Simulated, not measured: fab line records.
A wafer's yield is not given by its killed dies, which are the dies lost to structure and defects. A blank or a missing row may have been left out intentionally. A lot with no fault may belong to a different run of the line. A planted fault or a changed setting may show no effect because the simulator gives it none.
Which of the tools did it? / flow sky130 / Sampling: 6 lots, 18 wafers, 2 of 708 route steps

WHAT EACH GAUGE READ, for each wafer
SKY_VIA1_RS_MEAS_22: measures by four-point-probe.
lot=L137; measured=day 35 16:40; on=film metro-04; VIA1_W_RS (ohm/sq)=0.428 0.441 0.429
lot=L140; measured=day 36 05:29; on=film metro-02; VIA1_W_RS (ohm/sq)=0.422 0.426 0.419
lot=L149; measured=day 39 07:01; on=film metro-03; VIA1_W_RS (ohm/sq)=0.426 0.431 0.430
lot=L151; measured=day 39 22:07; on=film metro-02; VIA1_W_RS (ohm/sq)=0.421 0.415 0.425
lot=L153; measured=day 40 11:37; on=film metro-03; VIA1_W_RS (ohm/sq)=0.430 0.426 0.426
lot=L155; measured=day 40 20:37; on=film metro-02; VIA1_W_RS (ohm/sq)=0.422 0.428 0.423

WHICH TOOL RAN EACH LOT (tool, then ch and the chambers of the sampled wafers, then the start)
lot=L137; SKY_METAL1_ETCH_18=rie metal-03 ch 0,1, day 34 11:38
lot=L140; SKY_METAL1_ETCH_18=rie metal-04 ch 0,1, day 35 00:29
lot=L149; SKY_METAL1_ETCH_18=rie metal-03 ch 0,1, day 38 03:08
lot=L151; SKY_METAL1_ETCH_18=rie metal-01 ch 0, day 38 18:11
lot=L153; SKY_METAL1_ETCH_18=rie metal-04 ch 0,1, day 39 08:35
lot=L155; SKY_METAL1_ETCH_18=rie metal-01 ch 0,1, day 39 17:56
- SKY_METAL1_ETCH_18: etches BARC in N2/H2, stops on SiO2, time 45.9 s, target depth 60 nm.

THE ANSWER, worked out from the rows above alone
Rule: the usual values come from the lots themselves. Put in order of their means at a reading, lots are off if they are a third of the lots or fewer, leave a main group of 4 or more, and stand apart from it by a gap of 3 or more times the standard deviation of the main group's means; of several such gaps the widest counts. The tables above print the reading to a certain number of digits; a main group whose means all agree to those digits is not used. A lot without any number at a reading at which 4 lots or more have one is off too. Where the step has rows for the other lots, those lots are counted as sound.
Across all readings shown, no lot is off: no conclusion can be drawn from this.

WHAT HAD BEEN PUT IN BY THE SIMULATOR
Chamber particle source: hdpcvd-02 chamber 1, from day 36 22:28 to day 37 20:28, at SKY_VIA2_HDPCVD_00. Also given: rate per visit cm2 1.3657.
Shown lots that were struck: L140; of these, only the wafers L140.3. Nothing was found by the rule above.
